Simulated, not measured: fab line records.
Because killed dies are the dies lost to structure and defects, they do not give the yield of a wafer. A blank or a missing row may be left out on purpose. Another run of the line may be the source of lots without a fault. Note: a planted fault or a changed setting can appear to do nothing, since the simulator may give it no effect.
Which tool did it? ; flow gf180mcu ; 20 wafers from 7 lots sampled at 4 of the route's 602 steps

WHAT EACH GAUGE READ, for each wafer
GF_PASSIVATION_THK_MEAS_03.
lot;measured;on;PASSIVATION_CVD_02_THK (nm)
L319;day 28 08:18;film_metro-01;697 690 687
L321;day 29 05:04;film_metro-01;693 698 706
L323;day 29 18:52;film_metro-01;710 706 699
L327;day 31 08:31;film_metro-03;695 697
L337;day 33 09:41;film_metro-01;699 699 698
L339;day 33 21:44;film_metro-01;695 696 707
L341;day 34 07:23;film_metro-01;695 702 698

EACH LOT AND THE TOOL THAT RAN IT (in order: tool; ch and the chambers of the sampled wafers; start)
lot;GF_V4_CVD_02;GF_V5_SOFTBAKE_10;GF_TOP_METAL_SPUTTER_00
L319;pecvd-01 ch 0,1,2, day 23 16:27;litho_track-02 ch 0, day 27 00:00;pvd_sputter-02, day 27 11:22
L321;pecvd-01 ch 1,2, day 24 15:26;litho_track-01 ch 0, day 27 21:00;pvd_sputter-04, day 28 08:18
L323;pecvd-01 ch 0,1,2, day 25 07:56;litho_track-02 ch 0, day 28 11:00;pvd_sputter-02, day 28 22:40
L327;pecvd-01 ch 0,1, day 26 16:29;litho_track-01 ch 0, day 30 01:00;pvd_sputter-03, day 30 13:03
L337;pecvd-02 ch 0,1,2, day 29 12:56;litho_track-02 ch 0, day 32 07:00;pvd_sputter-02, day 32 17:53
L339;pecvd-04 ch 0,2, day 30 00:31;litho_track-02 ch 0, day 32 18:00;pvd_sputter-03, day 33 04:32
L341;pecvd-04 ch 0,2, day 30 13:57;litho_track-03 ch 0, day 33 05:00;pvd_sputter-04, day 33 14:58
- GF_V4_CVD_02: deposits SiO2 from TEOS, target thk 850 nm, time 94.851 s.
- GF_V5_SOFTBAKE_10: time 60 s.
- GF_TOP_METAL_SPUTTER_00: material Ti, target thk 37.5 nm, time 150 s.

THE ANSWER, worked out from the rows above alone
Rule: what is usual is taken from the lots themselves. Put in order of their means at a reading, lots are off if they are a third of the lots or fewer, leave a main group of 4 or more, and stand apart from it by a gap of 3 or more times the standard deviation of the main group's means; of several such gaps the widest counts. A main group is skipped when, at the precision printed for the reading in the tables above, its means are all equal. A lot without any number at a reading at which 4 lots or more have one is off too. The other lots that the step has rows for count as sound.
None of the lots is off at any reading shown; this tells nothing.

WHAT THE SIMULATOR HAD INSERTED
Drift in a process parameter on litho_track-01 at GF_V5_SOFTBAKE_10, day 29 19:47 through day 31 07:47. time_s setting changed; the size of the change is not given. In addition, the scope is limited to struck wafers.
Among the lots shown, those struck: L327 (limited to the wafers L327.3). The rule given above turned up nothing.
